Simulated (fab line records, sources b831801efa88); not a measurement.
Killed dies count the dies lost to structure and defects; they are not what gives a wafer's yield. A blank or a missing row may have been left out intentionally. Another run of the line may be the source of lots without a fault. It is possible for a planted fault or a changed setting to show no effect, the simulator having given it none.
Chamber matching | flow gf180mcu | GF_STI_ETCH_13 on rie-diel-04: 4 sister chambers
The step etches the open film in CHF3/O2, stops on Si, target depth 282.31 nm, time 112.9 s. 4 wafers are shown with their chamber, then 10 later ones without.

== WAFERS, EACH WITH ITS CHAMBER ==
wafer  | chamber | drypump-motor-current-A (A)
L081.1 | 2       | 5.2
L081.2 | 1       | 6.2
L082.1 | 3       | 5.4
L082.4 | 0       | 5.4

== WAFERS MISSING THEIR CHAMBER ==
wafer  | drypump-motor-current-A (A)
L082.6 | 5.4
L083.3 | 6.2
L083.4 | 5.4
L083.5 | 6.2
L089.2 | 5.4
L089.3 | 5.2
L089.5 | 5.3
L093.1 | 5.4
L093.3 | 6.2
L093.4 | 5.2

== WHICH CHAMBER EACH WENT THROUGH ==
wafer  | from the rows above          | in truth
L082.6 | can't be placed: 0 or 3      | 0
L083.3 | 1                            | 1
L083.4 | can't be placed: 0 or 3      | 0
L083.5 | 1                            | 1
L089.2 | can't be placed: 0 or 3      | 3
L089.3 | 2                            | 2
L089.5 | can't be placed: 2 or 0 or 3 | 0
L093.1 | can't be placed: 0 or 3      | 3
L093.3 | 1                            | 1
L093.4 | 2                            | 2
Correct placement for 5 of the 10. Not placeable from these rows: 5 (in 5, the candidates include the true chamber). Wrongly placed: 0.
How it was worked out, from the rows above alone: a wafer's distance from a chamber is the root of the sum, over the readings, of the square of ((its reading less the chamber's mean) divided by the reading's scatter). The wafer belongs to the nearest chamber; if the next one is less than 2 further off, it can't be placed. The mean given for a chamber averages the wafers shown for that chamber. The scatter: root of mean squared gap, hidden wafer to nearest shown wafer, with one shown wafer a chamber.
